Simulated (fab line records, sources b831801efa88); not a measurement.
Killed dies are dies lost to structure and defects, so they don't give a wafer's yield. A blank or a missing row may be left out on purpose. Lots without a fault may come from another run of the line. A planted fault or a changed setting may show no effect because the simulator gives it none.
A struck lot beside a sound one | flow gf180mcu | 33 steps out of a route of 602
Sound: wafers L768.2, L768.3, L768.5. Struck: wafers L778.3, L778.4, L778.6. The cause comes at the end.
At each step with rows: each side's tool, then ch and its chambers, then its first start. Under that, the readings that differ: sound wafers | struck wafers | difference of the means | sigmas: that difference in standard deviations of wafers without a fault.
alike: readings whose means differ by less than 2 such deviations, and words and numbers that are the same on both sides. not compared: withheld readings, readings that some wafer has no value for, bounds like >300 that may hide the same value, and numbers for which the record gives no deviation and whose values overlap.
The two part at a step that has a row with sigmas, a row that says differs or no value, or rows on one side only. Numbers that don't overlap but have no deviation are shown without sigmas and don't part them. A reading that every wafer of one side lacks parts them only if that side has two wafers or more.

first, 2 steps without rows for these wafers: GF_M1_PEB_12 (peb time 90 s); GF_M1_DEVELOP_13 (develop time 60 s).
GF_M1_CD_MEAS_14: target cd 230 nm.
  sound on cd_sem-02, day 19 15:31; struck on cd_sem-01, day 23 07:19
  alike: cd_nm
GF_M1_OVL_MEAS_15:
  sound on overlay-02, day 19 15:37; struck on overlay-01, day 23 07:25
  alike: M1_OVL
then, 1 step without rows for these wafers: GF_M1_METAL_ETCH_16 (etches the open film in Cl2/BCl3, stops on SiO2, target depth 627.5 nm, time 104.6 s).
GF_M1_STRIP_17: strips in O2/N2.
  sound on plasma_asher-01 ch 0,1, day 19 15:46; struck on plasma_asher-01 ch 0,1, day 23 07:35
  alike: drypump_motor_current_A, heater_power_w, oes_product_au, strip_time_to_endpoint_s
  not compared: rf_hours_counter_h
then, 3 steps without rows for these wafers: GF_M1_STRIP_18 (strips in post etch residue remover, time 1200 s); GF_M1_CLEAN_19 (cleans in DIW); GF_V1_CVD_00 (deposits SiO2, target thk 600 nm, time 100 s).
GF_V1_THK_MEAS_01:
  sound on film_metro-02, day 19 16:27; struck on film_metro-03, day 23 08:11
  alike: V1_CVD_00_THK
GF_V1_CVD_02: deposits SiO2 from TEOS, target thk 850 nm, time 94.851 s.
  sound on pecvd-03 ch 0,1,2, day 19 16:30; struck on pecvd-03 ch 0,2, day 23 08:14
  alike: heater_power_w
GF_V1_THK_MEAS_03:
  sound on film_metro-03, day 19 16:35; struck on film_metro-03, day 23 08:19
  alike: V1_CVD_02_THK
GF_V1_CMP_04: polishes SiO2.
  sound on cmp-02 ch 0,1, day 19 16:38; struck on cmp-02 ch 0,3, day 23 08:25
  no value came back on the struck wafers for edge_zone_pressure_frac, head_pressure_psi (psi), motor_current_A (A), time_to_endpoint_s (s); on the sound wafers edge_zone_pressure_frac reads 0.995 0.993 1.003
  reading                             | sound             | struck            | difference | sigmas
  model.SiO2_of_V1_CVD_02.thk_nm (nm) | 629.5 632.3 630.8 | 837.9 864.2 849.6 | +219.7     |
GF_V1_BOW_MEAS_05:
  sound on film_metro-02, day 19 16:57; struck on film_metro-03, day 23 08:42
  alike: V1_BOW
then, 8 steps without rows for these wafers: GF_V1_DEHYDRATE_06 (time 60 s); GF_V1_HMDS_07 (prime time 60 s); GF_V1_COAT_08; GF_V1_COAT_09 (resist thk 1000 nm); GF_V1_SOFTBAKE_10 (time 60 s); GF_V1_EXPOSE_11 (exposes mask Via1, target cd 260 nm); GF_V1_PEB_12 (peb time 90 s); GF_V1_DEVELOP_13 (develop time 60 s).
GF_V1_CD_MEAS_14: target cd 260 nm.
  sound on cd_sem-01, day 20 17:41; struck on cd_sem-02, day 24 07:00
  alike: cd_nm
GF_V1_OVL_MEAS_15:
  sound on overlay-01, day 20 17:47; struck on overlay-02, day 24 07:05
  alike: V1_OVL
GF_V1_ETCH_16: etches BARC in N2/H2.
  sound on rie_diel-02 ch 0,1,2, day 20 17:49; struck on rie_diel-02 ch 1,2, day 24 07:07
  alike: drypump_motor_current_A, oes_product_au, throttle_valve_pct
GF_V1_ETCH_17: etches SiO2 in C4F8/O2/Ar, stops on TiN, target depth 630 nm.
  sound on rie_diel-02 ch 0,1,2; struck on rie_diel-02 ch 1,2
  reading                        | sound             | struck            | difference | sigmas
  oes_product_au (a.u.)          | 0.844 0.860 0.864 | 1.597 1.627 1.613 | +0.756     | +99 or more
  model.etch.depth_nm (nm)       | 629.5 632.3 630.8 | 803.5 820.5 813.2 | +181.5     |
  model.V1.feature_depth_nm (nm) | 629.5 632.3 630.8 | 803.5 820.5 813.2 | +181.5     |
then, 3 steps without rows for these wafers: GF_V1_STRIP_18 (strips in O2/N2); GF_V1_STRIP_19 (strips in post etch residue remover, time 1200 s); GF_V1_CLEAN_20 (cleans in DIW).
GF_V1_SPUTTER_21: material Ti, target thk 15 nm, time 81.63 s.
  sound on pvd_sputter-01, day 20 18:29; struck on pvd_sputter-01, day 24 07:46
  alike: throttle_valve_pct
GF_V1_SPUTTER_22: material TiN, target thk 10 nm, time 40 s.
  sound on pvd_sputter-01, day 20 18:33; struck on pvd_sputter-01, day 24 07:50
  alike: throttle_valve_pct
then, 1 step without rows for these wafers: GF_V1_CVD_23 (deposits W, target thk 350 nm, time 105.05 s).
GF_V1_CMP_26: polishes, stops on SiO2, t overpolish 15 s, target thk 0 nm.
  sound on cmp-02 ch 0,2,3, day 20 18:56; struck on cmp-02 ch 0,2,3, day 24 08:10
  reading                             | sound           | struck            | difference | sigmas
  model.SiO2_of_V1_CVD_02.thk_nm (nm) | 625.7 628.5 627 | 834.1 860.4 845.8 | +219.7     |
  alike: edge_zone_pressure_frac, head_pressure_psi, motor_current_A

WHERE THEY PART
First at GF_V1_CMP_04; last, within this record, at GF_V1_ETCH_17. Later steps at which nothing parts them and some readings are alike: GF_V1_SPUTTER_21, GF_V1_SPUTTER_22, GF_V1_CMP_26.

WHY: what the simulator had put in
Skipped step whole: cmp-02, from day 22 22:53 on, at GF_V1_CMP_04. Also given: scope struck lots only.
